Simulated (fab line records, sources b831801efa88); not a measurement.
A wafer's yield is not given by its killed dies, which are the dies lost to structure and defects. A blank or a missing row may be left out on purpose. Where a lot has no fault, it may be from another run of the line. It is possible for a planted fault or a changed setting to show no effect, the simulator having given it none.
fab line records	flow sky130
record: lots: 24	wafers: 72	last-day: 50
route steps=708 shown PWDE@52 POLY_GATE@218 LI_CONTACT@383 VIA1@461 VIA3@586
lots that met no fault: taken from a fault-free run of the same line
start-h: hours from the record's first day to the start of the lot's first wafer shown	wait-h: how many hours have passed since the lot's step before this one	" identical to the entry in the row above	L1.1+2: a row that stands for several wafers	- either no value or no given start	* or withheld: withheld	< > ~ a bound
route shown NAME@n: NAME is a module with steps in the file, n the number in the route of the first one	usual: mean/standard deviation of fault-free wafers	same: alike in all rows	chamber/n: place in a boat	sites: readings site by site	_std_site: the standard deviation of these	_edge_site: the outer-site mean with the inner-site mean subtracted	radius-mm: how far each site lies from the wafer's centre	mask NAME#n: copy n	behind: the tool/chamber that last shaped the wafer	hold: the reason the lot was held/the length of the hold in hours/how it ended	device: the transistor (n, p or np) that didn't switch	end of line: the same wafers' tests at the end of the route	a step without rows: its recipe alone	killed: the dies lost at the first sort to structure and to defects; this is not the yield of the wafer	map: the dies of a wafer, with x for killed, . for not killed, _ for no die there
set.NAME: the run value of the setting; set.NAME@STEP: its run value at that earlier step	model.NAME: the simulator's own value behind a step, which no gauge read
one table for each step of the route and one row for each wafer, over a sample of lots
services: when a tool's chamber went out of use (start-h, in hours from the record's first day, below 0 if earlier), for how many hours, and the reason
== steps ==
step: SKY_PWDE_OVL_MEAS_07
usual: PWDE_OVL: 0.4/1.4
lot.wafer	tool	chamber	start-h	wait-h	PWDE_OVL[nm]
L074.4	overlay-02	-	66.14	-	0.2
L074.5	"	-	"	"	-0.1
L074.6	"	-	"	"	2.8
L075.2	overlay-01	-	72.49	-	4.0
L075.5	"	-	"	"	2.7
L075.6	"	-	"	"	3.0
L076.1	overlay-01	-	78.92	-	-0.9
L076.5	"	-	"	"	-0.9
L076.6	"	-	"	"	-0.2
L077.2	overlay-01	-	85.82	-	0.6
L077.4	"	-	"	"	0.9
L077.5	"	-	"	"	0.2
L078.1	overlay-01	-	92.37	-	0.0
L078.3	"	-	"	"	-0.2
L078.5	"	-	"	"	0.8
L079.2	overlay-01	-	93.63	-	1.5
L079.3	"	-	"	"	2.0
L079.4	"	-	"	"	3.4
L080.1	overlay-01	-	97.19	-	0.0
L080.5	"	-	"	"	-0.6
L080.6	"	-	"	"	0.4
L081.2	overlay-01	-	107.53	-	0.6
L081.4	"	-	"	"	1.9
L081.6	"	-	"	"	0.8
L082.1	overlay-01	-	115.49	-	0.0
L082.5	"	-	"	"	-0.2
L082.6	"	-	"	"	-0.1
L083.2	overlay-02	-	117.63	-	0.5
L083.3	"	-	"	"	2.4
L083.5	"	-	"	"	0.4
L084.2	overlay-02	-	124.88	-	1.2
L084.4	"	-	"	"	0.1
L084.5	"	-	"	"	1.3
L085.1	overlay-01	-	133.06	-	1.1
L085.3	"	-	"	"	1.1
L085.6	"	-	"	"	0.1
L086.2	overlay-02	-	137.52	-	-0.9
L086.3	"	-	"	"	-3.4
L086.6	"	-	"	"	-1.9
L087.2	overlay-02	-	141.62	-	2.1
L087.3	"	-	"	"	-0.3
L087.4	"	-	"	"	0.2
L088.1	overlay-02	-	145.29	-	-0.4
L088.4	"	-	"	"	-0.5
L088.5	"	-	"	"	1.7
L089.3	overlay-02	-	153.85	-	-0.1
L089.4	"	-	"	"	0.6
L089.5	"	-	"	"	0.0
L090.1	overlay-01	-	156.82	-	-1.8
L090.2	"	-	"	"	-0.6
L090.3	"	-	"	"	-2.5
L091.2	overlay-02	-	164.57	-	-1.7
L091.4	"	-	"	"	-1.6
L091.5	"	-	"	"	-0.8
L092.3	overlay-01	-	171.88	-	0.2
L092.4	"	-	"	"	1.4
L092.5	"	-	"	"	0.5
L093.1	overlay-02	-	179.84	-	1.9
L093.2	"	-	"	"	1.7
L093.5	"	-	"	"	2.6
L094.3	overlay-01	-	181.53	-	0.3
L094.4	"	-	"	"	0.8
L094.5	"	-	"	"	1.5
L095.1	overlay-02	-	185.81	-	0.1
L095.2	"	-	"	"	-0.5
L095.4	"	-	"	"	-0.6
L096.4	overlay-01	-	190.59	-	2.2
L096.5	"	-	"	"	1.0
L096.6	"	-	"	"	0.7
L097.2	overlay-02	-	197.87	-	-0.1
L097.3	"	-	"	"	-0.6
L097.5	"	-	"	"	-1.1
step: SKY_POLY_GATE_THK_MEAS_04
recipe: reads: Si3N4_of_POLY_GATE_CVD_03
usual: POLY_GATE_CVD_03_THK: 74.9/0.7
lot.wafer	tool	chamber	start-h	wait-h	POLY_GATE_CVD_03_THK[nm]
L074.4	film-metro-01	-	333.65	0.0	73.4
L074.5	"	-	"	"	73.4
L074.6	"	-	"	"	74.0
L075.2	film-metro-04	-	342.37	0.0	74.8
L075.5	"	-	"	"	75.5
L075.6	"	-	"	"	74.6
L076.1	film-metro-01	-	350.89	0.0	74.4
L076.5	"	-	"	"	75.0
L076.6	"	-	"	"	75.1
L077.2	film-metro-02	-	362.00	0.0	74.4
L077.4	"	-	"	"	74.4
L077.5	"	-	"	"	73.8
L078.1	film-metro-01	-	372.31	0.0	74.9
L078.3	"	-	"	"	74.5
L078.5	"	-	"	"	74.8
L079.2	film-metro-04	-	374.74	0.0	75.5
L079.3	"	-	"	"	75.5
L079.4	"	-	"	"	75.1
L080.1	film-metro-02	-	380.71	0.0	74.5
L080.5	"	-	"	"	74.7
L080.6	"	-	"	"	74.0
L081.2	film-metro-01	-	391.26	0.0	75.5
L081.4	"	-	"	"	75.3
L081.6	"	-	"	"	75.4
L082.1	film-metro-02	-	412.29	0.0	74.6
L082.5	"	-	"	"	74.7
L082.6	"	-	"	"	75.3
L083.2	film-metro-01	-	412.30	0.0	74.8
L083.3	"	-	"	"	74.5
L083.5	"	-	"	"	74.3
L084.2	film-metro-02	-	422.21	0.0	73.8
L084.4	"	-	"	"	73.7
L084.5	"	-	"	"	74.1
L085.1	film-metro-04	-	437.55	0.0	74.3
L085.3	"	-	"	"	74.4
L085.6	"	-	"	"	74.7
L086.2	film-metro-01	-	444.78	0.0	75.8
L086.3	"	-	"	"	75.2
L086.6	"	-	"	"	74.9
L087.2	film-metro-01	-	450.22	0.0	74.4
L087.3	"	-	"	"	74.1
L087.4	"	-	"	"	74.1
L088.1	film-metro-01	-	454.04	0.0	75.2
L088.4	"	-	"	"	75.0
L088.5	"	-	"	"	75.3
L089.3	film-metro-01	-	470.46	0.0	74.8
L089.4	"	-	"	"	75.2
L089.5	"	-	"	"	74.6
L090.1	film-metro-01	-	477.11	0.0	74.3
L090.2	"	-	"	"	73.9
L090.3	"	-	"	"	74.1
L091.2	film-metro-01	-	484.91	0.0	75.0
L091.4	"	-	"	"	75.0
L091.5	"	-	"	"	74.3
L092.3	film-metro-02	-	495.34	0.0	74.9
L092.4	"	-	"	"	74.4
L092.5	"	-	"	"	74.5
L093.1	film-metro-02	-	511.23	0.0	75.4
L093.2	"	-	"	"	76.0
L093.5	"	-	"	"	76.0
L094.3	film-metro-02	-	514.23	0.0	74.6
L094.4	"	-	"	"	74.8
L094.5	"	-	"	"	74.7
L095.1	film-metro-01	-	520.14	0.0	75.7
L095.2	"	-	"	"	75.6
L095.4	"	-	"	"	76.1
L096.4	film-metro-01	-	527.83	0.0	75.5
L096.5	"	-	"	"	75.8
L096.6	"	-	"	"	76.1
L097.2	film-metro-02	-	533.75	0.0	75.7
L097.3	"	-	"	"	75.6
L097.5	"	-	"	"	75.7
step: SKY_LI_CONTACT_CVD_21
recipe: material: W	target-thk-nm: 400	time-s: 120.56	temp-c: 400	pressure-torr: 40
usual: chamber-pressure-Torr: 39.99/0.087	heater-power-w: 847/37
lot.wafer	tool	chamber	start-h	wait-h	chamber-pressure-Torr	heater-power-w
L074.4	cvd-w-02	1	672.44	0.1	40.15	811
L074.5	"	1	"	"	40.01	856
L074.6	"	0	"	"	39.98	851
L075.2	cvd-w-02	1	678.95	0.0	39.99	827
L075.5	"	0	"	"	40.01	871
L075.6	"	1	"	"	40.05	813
L076.1	cvd-w-02	1	687.38	0.0	40.21	848
L076.5	"	1	"	"	40.09	821
L076.6	"	0	"	"	40.02	883
L077.2	cvd-w-02	0	699.34	0.1	39.95	849
L077.4	"	0	"	"	39.93	871
L077.5	"	0	"	"	39.88	868
L078.1	cvd-w-01	0	705.32	0.0	39.98	906
L078.3	"	1	"	"	40.09	778
L078.5	"	0	"	"	39.92	884
L079.2	cvd-w-01	0	709.27	0.0	39.79	901
L079.3	"	1	"	"	40.00	811
L079.4	"	0	"	"	39.89	881
L080.1	cvd-w-02	0	717.38	0.0	40.03	852
L080.5	"	0	"	"	39.94	879
L080.6	"	1	"	"	39.95	802
L081.2	cvd-w-01	1	729.62	0.0	40.01	803
L081.4	"	1	"	"	39.87	785
L081.6	"	1	"	"	39.93	787
L083.2	cvd-w-02	0	746.20	0.0	39.87	866
L083.3	"	0	"	"	40.03	863
L083.5	"	1	"	"	39.90	799
L082.1	cvd-w-01	0	746.97	0.0	39.98	902
L082.5	"	1	"	"	40.19	784
L082.6	"	0	"	"	39.84	899
L084.2	cvd-w-02	0	756.46	0.1	40.01	878
L084.4	"	0	"	"	40.04	858
L084.5	"	0	"	"	39.96	873
L085.1	cvd-w-01	0	771.30	0.0	40.02	882
L085.3	"	1	"	"	39.92	815
L085.6	"	0	"	"	40.04	871
L086.2	cvd-w-02	1	774.20	0.0	40.00	846
L086.3	"	0	"	"	39.92	889
L086.6	"	1	"	"	40.04	827
L087.2	cvd-w-02	1	778.83	0.0	40.02	848
L087.3	"	1	"	"	40.00	847
L087.4	"	0	"	"	39.93	904
L088.1	cvd-w-01	1	781.80	0.0	39.89	775
L088.4	"	1	"	"	39.84	794
L088.5	"	0	"	"	39.99	877
L089.3	cvd-w-02	0	798.51	0.1	39.96	869
L089.4	"	1	"	"	39.99	833
L089.5	"	0	"	"	39.96	865
L090.1	cvd-w-01	0	802.47	0.0	39.99	886
L090.2	"	1	"	"	39.96	811
L090.3	"	0	"	"	39.92	863
L091.2	cvd-w-02	1	813.53	0.0	39.96	830
L091.4	"	0	"	"	40.05	854
L091.5	"	0	"	"	39.97	852
L092.3	cvd-w-01	1	821.88	0.1	40.02	788
L092.4	"	0	"	"	40.00	872
L092.5	"	1	"	"	40.09	801
L093.1	cvd-w-01	0	839.30	0.0	40.15	889
L093.2	"	1	"	"	40.13	784
L093.5	"	1	"	"	40.17	805
L094.3	cvd-w-01	1	841.24	0.1	40.07	784
L094.4	"	0	"	"	40.01	883
L094.5	"	0	"	"	40.19	886
L095.1	cvd-w-01	0	846.10	0.0	39.97	897
L095.2	"	1	"	"	40.04	804
L095.4	"	1	"	"	40.03	817
L096.4	cvd-w-01	0	850.09	0.1	39.92	871
L096.5	"	0	"	"	39.94	862
L096.6	"	1	"	"	39.85	794
L097.2	cvd-w-02	1	852.95	0.0	39.92	823
L097.3	"	1	"	"	39.91	825
L097.5	"	0	"	"	39.94	860
step: SKY_VIA1_BOW_MEAS_03
recipe: mode: bow
usual: VIA1_BOW: 79/7.5
lot.wafer	tool	chamber	start-h	wait-h	VIA1_BOW[um]
L074.4	film-metro-01	-	762.04	0.2	78
L074.5	"	-	"	"	82
L074.6	"	-	"	"	88
L075.2	film-metro-02	-	771.40	0.2	95
L075.5	"	-	"	"	93
L075.6	"	-	"	"	81
L076.1	film-metro-04	-	777.15	0.2	75
L076.5	"	-	"	"	73
L076.6	"	-	"	"	75
L077.2	film-metro-04	-	788.19	0.1	93
L077.4	"	-	"	"	80
L077.5	"	-	"	"	83
L078.1	film-metro-01	-	794.63	0.2	92
L078.3	"	-	"	"	83
L078.5	"	-	"	"	90
L079.2	film-metro-01	-	798.58	0.2	75
L079.3	"	-	"	"	82
L079.4	"	-	"	"	79
L080.1	film-metro-01	-	804.82	0.1	58
L080.5	"	-	"	"	78
L080.6	"	-	"	"	77
L081.2	film-metro-01	-	817.90	0.3	89
L081.4	"	-	"	"	83
L081.6	"	-	"	"	80
L083.2	film-metro-02	-	833.74	0.1	88
L083.3	"	-	"	"	88
L083.5	"	-	"	"	88
L082.1	film-metro-04	-	836.03	0.1	79
L082.5	"	-	"	"	78
L082.6	"	-	"	"	80
L084.2	film-metro-02	-	844.21	0.3	68
L084.4	"	-	"	"	72
L084.5	"	-	"	"	67
L085.1	film-metro-04	-	858.19	0.1	77
L085.3	"	-	"	"	69
L085.6	"	-	"	"	85
L086.2	film-metro-02	-	864.07	0.2	69
L086.3	"	-	"	"	69
L086.6	"	-	"	"	70
L087.2	film-metro-01	-	866.31	0.3	82
L087.3	"	-	"	"	88
L087.4	"	-	"	"	88
L088.1	film-metro-02	-	869.19	0.1	87
L088.4	"	-	"	"	80
L088.5	"	-	"	"	85
L089.3	film-metro-01	-	885.19	0.2	88
L089.4	"	-	"	"	84
L089.5	"	-	"	"	75
L090.1	film-metro-01	-	886.90	0.2	77
L090.2	"	-	"	"	89
L090.3	"	-	"	"	85
L091.2	film-metro-02	-	898.30	0.3	89
L091.4	"	-	"	"	84
L091.5	"	-	"	"	83
L092.3	film-metro-02	-	905.46	0.3	76
L092.4	"	-	"	"	76
L092.5	"	-	"	"	73
L093.1	film-metro-04	-	922.50	0.2	81
L093.2	"	-	"	"	74
L093.5	"	-	"	"	89
L094.3	film-metro-02	-	924.06	0.1	85
L094.4	"	-	"	"	76
L094.5	"	-	"	"	77
L095.1	film-metro-01	-	927.24	0.2	82
L095.2	"	-	"	"	75
L095.4	"	-	"	"	83
L096.4	film-metro-02	-	931.41	0.3	70
L096.5	"	-	"	"	77
L096.6	"	-	"	"	68
L097.2	film-metro-04	-	934.90	0.3	77
L097.3	"	-	"	"	78
L097.5	"	-	"	"	76
step: SKY_VIA3_OVL_MEAS_13
usual: VIA3_OVL: -1/5.5
lot.wafer	tool	chamber	start-h	wait-h	VIA3_OVL[nm]
L074.4	overlay-02	-	927.52	0.1	-3
L074.5	"	-	"	"	0
L074.6	"	-	"	"	-9
L075.2	overlay-02	-	936.31	0.1	-1
L075.5	"	-	"	"	1
L075.6	"	-	"	"	0
L076.1	overlay-02	-	942.93	0.1	-5
L076.5	"	-	"	"	-9
L076.6	"	-	"	"	-13
L077.2	overlay-01	-	950.81	0.1	7
L077.4	"	-	"	"	0
L077.5	"	-	"	"	2
L078.1	overlay-01	-	957.33	0.1	-9
L078.3	"	-	"	"	-14
L078.5	"	-	"	"	-7
L079.2	overlay-02	-	961.09	0.1	-2
L079.3	"	-	"	"	-3
L079.4	"	-	"	"	-2
L080.1	overlay-02	-	965.13	0.1	1
L080.5	"	-	"	"	1
L080.6	"	-	"	"	-2
L081.2	overlay-02	-	977.76	0.1	0
L081.4	"	-	"	"	7
L081.6	"	-	"	"	-2
L083.2	overlay-02	-	992.74	0.1	14
L083.3	"	-	"	"	4
L083.5	"	-	"	"	6
L082.1	overlay-01	-	993.68	0.1	3
L082.5	"	-	"	"	6
L082.6	"	-	"	"	0
L084.2	overlay-02	-	1001.31	0.1	-3
L084.4	"	-	"	"	-7
L084.5	"	-	"	"	-11
L085.1	overlay-02	-	1015.31	0.1	0
L085.3	"	-	"	"	-3
L085.6	"	-	"	"	-7
L086.2	overlay-02	-	1019.01	0.1	-3
L086.3	"	-	"	"	-6
L086.6	"	-	"	"	0
L087.2	overlay-02	-	1022.21	0.1	-6
L087.3	"	-	"	"	-3
L087.4	"	-	"	"	-8
L088.1	overlay-02	-	1023.18	0.1	-8
L088.4	"	-	"	"	-13
L088.5	"	-	"	"	-2
L089.3	overlay-02	-	1038.85	0.1	7
L089.4	"	-	"	"	6
L089.5	"	-	"	"	3
L090.1	overlay-02	-	1039.48	0.1	5
L090.2	"	-	"	"	7
L090.3	"	-	"	"	2
L091.2	overlay-01	-	1048.66	0.1	5
L091.4	"	-	"	"	1
L091.5	"	-	"	"	2
L092.3	overlay-01	-	1052.60	0.1	-5
L092.4	"	-	"	"	-6
L092.5	"	-	"	"	-6
L093.1	overlay-02	-	1070.66	0.1	0
L093.2	"	-	"	"	1
L093.5	"	-	"	"	-2
L094.3	overlay-01	-	1070.79	0.1	0
L094.4	"	-	"	"	-3
L094.5	"	-	"	"	-1
L095.1	overlay-02	-	1075.13	0.1	7
L095.2	"	-	"	"	0
L095.4	"	-	"	"	7
L096.4	overlay-01	-	1076.18	0.1	1
L096.5	"	-	"	"	-5
L096.6	"	-	"	"	-2
L097.2	overlay-02	-	1078.91	0.1	0
L097.3	"	-	"	"	-7
L097.5	"	-	"	"	-3
step: SKY_VIA3_ETCH_14
recipe: chemistry: N2/H2	target: BARC	ion-energy-ev: 200	source-w: 500	bias-w: 100	pressure-mtorr: 30	n2-flow-sccm: 100	h2-flow-sccm: 200	stop-on: SiO2	time-s: 45.9	target-depth-a: 600
usual: drypump-motor-current-A: 5.7/0.3	oes-product-au: 0.856/0.005	throttle-valve-pct: 13.224/0.0096
lot.wafer	tool	chamber	start-h	wait-h	drypump-motor-current-A	oes-product-au	rf-hours-counter-h	throttle-valve-pct
L074.4	rie-diel-01	2	927.54	0.0	6.2	0.857	21	13.219
L074.5	"	3	"	"	5.4	0.862	-	13.233
L074.6	"	0	"	"	5.4	0.855	-	13.240
L075.2	rie-diel-04	1	936.34	0.0	5.8	0.850	10	13.225
L075.5	"	1	"	"	5.8	0.852	-	13.230
L075.6	"	0	"	"	5.9	0.848	-	13.203
L076.1	rie-diel-02	2	942.97	0.0	5.2	0.851	6	13.225
L076.5	"	2	"	"	5.2	0.859	-	13.212
L076.6	"	3	"	"	5.8	0.853	-	13.242
L077.2	rie-diel-01	2	950.84	0.0	6.2	0.859	22	13.238
L077.4	"	0	"	"	5.4	0.863	13	13.218
L077.5	"	3	"	"	5.4	0.853	-	13.228
L078.1	rie-diel-02	2	957.37	0.0	5.2	0.849	6	13.231
L078.3	"	3	"	"	5.8	0.861	22	13.219
L078.5	"	3	"	"	5.7	0.852	-	13.230
L079.2	rie-diel-01	3	961.12	0.0	5.4	0.856	7	13.233
L079.3	"	1	"	"	6.1	0.860	20	13.217
L079.4	"	3	"	"	5.4	0.856	-	13.234
L080.1	rie-diel-01	3	965.17	0.0	5.4	0.859	7	13.234
L080.5	"	3	"	"	5.4	0.847	-	13.236
L080.6	"	1	"	"	6.1	0.850	-	13.213
L081.2	rie-diel-04	2	977.79	0.0	5.7	0.849	20	13.223
L081.4	"	3	"	"	6.0	0.856	21	13.244
L081.6	"	2	"	"	5.7	0.860	-	13.223
L083.2	rie-diel-04	1	992.77	0.0	5.8	0.856	11	13.228
L083.3	"	2	"	"	5.7	0.852	20	13.226
L083.5	"	0	"	"	5.9	0.853	-	13.221
L082.1	rie-diel-02	0	993.72	0.0	6.0	0.855	5	13.215
L082.5	"	3	"	"	5.7	0.850	-	13.228
L082.6	"	0	"	"	6.0	0.855	-	13.209
L084.2	rie-diel-01	2	1001.34	0.0	6.2	0.855	24	13.237
L084.4	"	3	"	"	5.3	0.858	9	13.246
L084.5	"	0	"	"	5.4	0.852	-	13.214
L085.1	rie-diel-04	2	1015.34	0.0	5.8	0.856	21	13.233
L085.3	"	3	"	"	6.0	0.864	22	13.222
L085.6	"	3	"	"	6.0	0.869	-	13.239
L086.2	rie-diel-02	2	1019.04	0.0	5.2	0.856	8	13.231
L086.3	"	0	"	"	6.0	0.852	6	13.216
L086.6	"	0	"	"	6.0	0.863	-	13.213
L087.2	rie-diel-01	3	1022.24	0.0	5.4	0.857	10	13.226
L087.3	"	0	"	"	5.4	0.855	15	13.218
L087.4	"	2	"	"	6.2	0.854	25	13.229
L088.1	rie-diel-04	2	1023.22	0.0	5.7	0.862	21	13.231
L088.4	"	1	"	"	5.8	0.859	12	13.226
L088.5	"	2	"	"	5.8	0.854	-	13.230
L089.3	rie-diel-02	2	1038.87	0.0	5.2	0.859	9	13.235
L089.4	"	3	"	"	5.8	0.853	24	13.211
L089.5	"	0	"	"	6.0	0.852	-	13.207
L090.1	rie-diel-04	3	1039.52	0.0	6.0	0.853	23	13.214
L090.2	"	1	"	"	5.8	0.857	13	13.222
L090.3	"	2	"	"	5.7	0.854	22	13.219
L091.2	rie-diel-01	3	1048.69	0.0	5.4	0.854	11	13.227
L091.4	"	0	"	"	5.4	0.861	16	13.221
L091.5	"	0	"	"	5.4	0.856	-	13.231
L092.3	rie-diel-02	3	1052.62	0.0	5.7	0.856	25	13.224
L092.4	"	0	"	"	6.0	0.848	7	13.213
L092.5	"	2	"	"	5.2	0.853	-	13.226
L093.1	rie-diel-02	1	1070.69	0.0	5.7	0.858	22	13.216
L093.2	"	0	"	"	6.0	0.858	8	13.226
L093.5	"	2	"	"	5.2	0.860	-	13.234
L094.3	rie-diel-04	0	1070.81	0.0	5.9	0.863	6	13.225
L094.4	"	1	"	"	5.8	0.855	14	13.216
L094.5	"	2	"	"	5.7	0.863	-	13.217
L095.1	rie-diel-04	2	1075.16	0.0	5.7	0.856	23	13.213
L095.2	"	1	"	"	5.8	0.858	14	13.218
L095.4	"	3	"	"	6.1	0.848	24	13.227
L096.4	rie-diel-02	0	1076.19	0.0	6.1	0.859	8	13.203
L096.5	"	2	"	"	5.2	0.841	-	13.207
L096.6	"	1	"	"	5.7	0.856	-	13.223
L097.2	rie-diel-01	2	1078.94	0.0	6.2	0.857	27	13.230
L097.3	"	1	"	"	6.1	0.861	24	13.230
L097.5	"	3	"	"	5.4	0.859	-	13.244
== services ==
tool	chamber	start-h	hours	kind
rie-diel-01	0	655.32	6.9	repair
cvd-w-02	-	668.65	0.8	repair
rie-diel-04	2	681.56	11.1	repair
rie-diel-02	-	684.64	2.8	pm
rie-diel-02	3	688.46	19.5	repair
rie-diel-01	1	689.30	36.2	repair
rie-diel-01	0	690.45	7.3	repair
rie-diel-04	3	692.08	4.6	repair
cvd-w-02	1	694.01	6.1	repair
rie-diel-01	2	711.68	1.6	repair
rie-diel-01	-	714.83	0.4	repair
cvd-w-02	-	730.63	2.8	pm
cvd-w-01	-	734.74	1.7	repair
cvd-w-02	1	752.33	4.6	repair
rie-diel-01	-	752.74	2.8	pm
rie-diel-04	1	760.56	15.0	repair
cvd-w-01	-	768.15	0.9	repair
cvd-w-01	0	805.01	13.3	repair
cvd-w-02	0	833.48	6.2	repair
cvd-w-02	1	886.28	8.1	repair
cvd-w-01	-	904.00	14.0	pm
cvd-w-01	1	936.93	1.4	repair
cvd-w-02	1	949.67	17.9	repair
cvd-w-02	-	1010.73	6.0	pm
== key ==
fault none
